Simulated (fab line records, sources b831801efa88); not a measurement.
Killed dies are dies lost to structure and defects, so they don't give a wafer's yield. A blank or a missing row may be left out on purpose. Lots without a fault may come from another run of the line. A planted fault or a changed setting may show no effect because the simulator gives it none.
Chamber matching | flow sfq_line | SFQ_TRILAYER_L0_CAP_PECVD_011 on pecvd-02: 3 sister chambers
The step deposits SiO2 from SiH4/N2O, time 13.333 s, target thk 60 nm. 3 wafers are shown with their chamber, then 8 later ones without.

WAFERS WITH THEIR CHAMBER
wafer  | chamber | throttle_valve_pct (%)
L759.1 | 0       | 23.6
L761.5 | 1       | 23.8
L762.1 | 2       | 24.7

WAFERS WITHOUT THEIR CHAMBER
wafer  | throttle_valve_pct (%)
L762.3 | 23.9
L762.6 | 23.8
L763.1 | 23.9
L763.4 | 23.8
L763.6 | 24.3
L764.2 | 23.8
L764.3 | 24.1
L764.6 | 24.4

WHICH CHAMBER EACH WENT THROUGH
wafer  | from the rows above          | in truth
L762.3 | can't be placed: 1 or 0      | 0
L762.6 | can't be placed: 1 or 0      | 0
L763.1 | can't be placed: 1 or 0      | 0
L763.4 | can't be placed: 1 or 0      | 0
L763.6 | can't be placed: 2 or 1 or 0 | 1
L764.2 | can't be placed: 1 or 0      | 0
L764.3 | can't be placed: 1 or 0 or 2 | 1
L764.6 | can't be placed: 2 or 1      | 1
Placed correctly: 0 of 8. Can't be placed from these rows: 8 (the true chamber is among the candidates in 8). Placed wrongly: 0.
How it was worked out, from the rows above alone: a wafer's distance from a chamber is the root of the sum, over the readings, of the square of ((its reading less the chamber's mean) divided by the reading's scatter). The wafer belongs to the nearest chamber; if the next one is less than 2 further off, it can't be placed. A chamber's mean is the mean of its shown wafers. The scatter: with one shown wafer a chamber, the root of the mean of the squares of how far each hidden wafer lies from its nearest shown one.
